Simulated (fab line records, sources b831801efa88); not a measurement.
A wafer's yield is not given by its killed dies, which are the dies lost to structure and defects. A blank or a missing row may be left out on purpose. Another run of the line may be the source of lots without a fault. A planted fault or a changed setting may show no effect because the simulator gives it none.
Which of the tools did it? ; flow gf180mcu ; 6 lots, 18 wafers sampled, at 2 steps of a route of 602

## WHAT THE GAUGES SHOWED, per wafer
GF_VT_IMPLANT_RS_MEAS_47: a four-point-probe measurement.
lot;measured;on;NWELL_RS (ohm/sq)
L491;day 8 02:35;film metro-04;487.8 487.0 487.3
L494;day 8 23:38;film metro-03;487.9 487.6 487.4
L497;day 9 18:59;film metro-04;485.7 485.5 486.3
L499;day 10 07:59;film metro-01;486.6 486.2 486.3
L503;day 11 12:31;film metro-01;495.1 496.8 496.5
L505;day 12 00:29;film metro-01;496.0 495.7 496.6

## EACH LOT AND THE TOOL THAT RAN IT (in order: tool; ch and the chambers of the sampled wafers; start)
lot;GF_NWELL_IMPLANT_09
L491;implanter-01 ch 0, day 3 17:24
L494;implanter-01 ch 0, day 4 10:19
L497;implanter-02 ch 0, day 5 03:44
L499;implanter-02 ch 0, day 5 13:23
L503;implanter-02 ch 0, day 6 12:35
L505;implanter-02 ch 0, day 6 23:01
- GF_NWELL_IMPLANT_09

## THE ANSWER, worked out from the rows above alone
Rule: usual is defined by the lots themselves. The widest of any qualifying gaps counts: lots, ordered by their means at a reading, are off when they make up no more than a third of the lots, leave a main group of 4 or more, and stand apart from it by 3 or more times the standard deviation of that group's means. If all means in a main group match to the digits the tables above print for the reading, that group is not used. A lot without any number at a reading at which 4 lots or more have one is off too. All remaining lots with rows at the step are treated as sound.
Off: at GF_VT_IMPLANT_RS_MEAS_47 (NWELL_RS), L503, L505. The main group has a mean of 486.8 ohm/sq with a standard deviation of 0.73.
A tool fits if, at a process step before that reading, it ran every lot that is off, and no sound lot after the first of them. Those tools and the gauges at GF_VT_IMPLANT_RS_MEAS_47 are tried in the same way. This does not decide it: 2 tools fit, namely implanter-02 at GF_NWELL_IMPLANT_09 and film metro-01 at GF_VT_IMPLANT_RS_MEAS_47.

## WHAT THE SIMULATOR PUT IN
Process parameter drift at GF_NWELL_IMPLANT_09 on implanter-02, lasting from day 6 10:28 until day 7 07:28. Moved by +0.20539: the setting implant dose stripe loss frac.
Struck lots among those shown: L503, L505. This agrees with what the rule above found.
